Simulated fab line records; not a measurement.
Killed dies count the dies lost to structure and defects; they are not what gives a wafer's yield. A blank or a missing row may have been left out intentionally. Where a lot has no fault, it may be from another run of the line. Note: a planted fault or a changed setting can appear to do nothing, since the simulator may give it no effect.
Which tool was responsible? ; flow sky130 ; 33 wafers sampled from 11 lots at 1 step of a route of 708

WHAT EACH GAUGE READ, for each wafer
SKY_LDD_LDN_TW_MEAS_13.
lot;measured;on;LDD_LDN_TW
L999;day 23 15:37;filmMetro-04;1479 1482 1476
L102;day 24 09:31;filmMetro-01;1487 1486 1489
L103;day 24 23:56;filmMetro-04;1488 1487 1477
L105;day 25 16:04;filmMetro-04;1486 1489 1495
L106;day 25 19:10;filmMetro-02;1470 1468 1472
L104;day 25 19:31;filmMetro-04;1494 1494 1493
L107;day 25 23:16;filmMetro-04;1495 1497 1493
L108;day 26 04:26;filmMetro-01;1496 1498 1504
L110;day 27 18:03;filmMetro-04;1485 1478 1487
L115;day 28 15:27;filmMetro-01;1498 1495 1494
L120;day 30 05:10;filmMetro-02;1481 1481 1484

EACH LOT AND THE TOOL THAT RAN IT (in order: tool; ch and the chambers of the sampled wafers; start)
There is no process step in the record ahead of these readings.

THE ANSWER, worked out from the rows above alone
Rule: the lots themselves supply what counts as usual. The widest of any qualifying gaps counts: lots, ordered by their means at a reading, are off when they make up no more than a third of the lots, leave a main group of 4 or more, and stand apart from it by 3 or more times the standard deviation of that group's means. Not used: any main group whose means are identical at the precision the tables above print for the reading. A lot without any number at a reading at which 4 lots or more have one is off too. The other lots that the step has rows for count as sound.
Nothing can be told from this: no lot is off at any reading shown.

WHAT HAD BEEN PUT IN BY THE SIMULATOR
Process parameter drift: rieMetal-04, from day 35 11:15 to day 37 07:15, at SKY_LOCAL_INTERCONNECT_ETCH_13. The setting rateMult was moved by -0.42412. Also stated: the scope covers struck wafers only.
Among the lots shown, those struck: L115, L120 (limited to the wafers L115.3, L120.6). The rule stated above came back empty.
